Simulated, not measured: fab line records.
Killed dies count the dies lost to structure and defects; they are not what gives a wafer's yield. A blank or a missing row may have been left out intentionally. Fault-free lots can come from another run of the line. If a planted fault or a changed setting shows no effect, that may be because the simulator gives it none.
Which tool is to blame? ; flow gf180mcu ; 21 wafers from 7 lots sampled at 2 of the route's 602 steps

## WHAT THE GAUGES READ, wafer by wafer
GF_M1_OVL_MEAS_15.
lot;measured;on;M1_OVL (nm)
L560;day 17 09:44;overlay-01;2 6 10
L564;day 19 06:15;overlay-01;1 -2 10
L573;day 22 05:49;overlay-02;4 -8 -5
L576;day 23 10:21;overlay-02;-2 0 -8
L580;day 24 15:05;overlay-02;-4 9 4
L582;day 25 06:50;overlay-01;-8 -4 -5

## WHICH TOOL RAN EACH LOT (tool, then ch and the chambers of the sampled wafers, then the start)
lot;GF_CONTACT_CVD_00
L560;hdpcvd-02 ch 0,2, day 15 10:47
L564;hdpcvd-01 ch 0,2, day 17 04:38
L566;hdpcvd-02 ch 0,1, day 17 17:46
L573;hdpcvd-02 ch 0,2, day 20 03:23
L576;hdpcvd-01 ch 0,1, day 21 10:43
L580;hdpcvd-01 ch 0,1,2, day 22 15:49
L582;hdpcvd-02 ch 1,2, day 23 08:39
- GF_CONTACT_CVD_00: deposits SiO2, target thk 300 nm, time 50 s.

## THE ANSWER, worked out from the rows above alone
Rule: what is usual is taken from the lots themselves. The widest of any qualifying gaps counts: lots, ordered by their means at a reading, are off when they make up no more than a third of the lots, leave a main group of 4 or more, and stand apart from it by 3 or more times the standard deviation of that group's means. The tables above print the reading to a certain number of digits; a main group whose means all agree to those digits is not used. A lot without any number at a reading at which 4 lots or more have one is off too. Any other lot the step has rows for is counted as sound.
Nothing can be told from this: no lot is off at any reading shown.

## WHAT THE SIMULATOR HAD INSERTED
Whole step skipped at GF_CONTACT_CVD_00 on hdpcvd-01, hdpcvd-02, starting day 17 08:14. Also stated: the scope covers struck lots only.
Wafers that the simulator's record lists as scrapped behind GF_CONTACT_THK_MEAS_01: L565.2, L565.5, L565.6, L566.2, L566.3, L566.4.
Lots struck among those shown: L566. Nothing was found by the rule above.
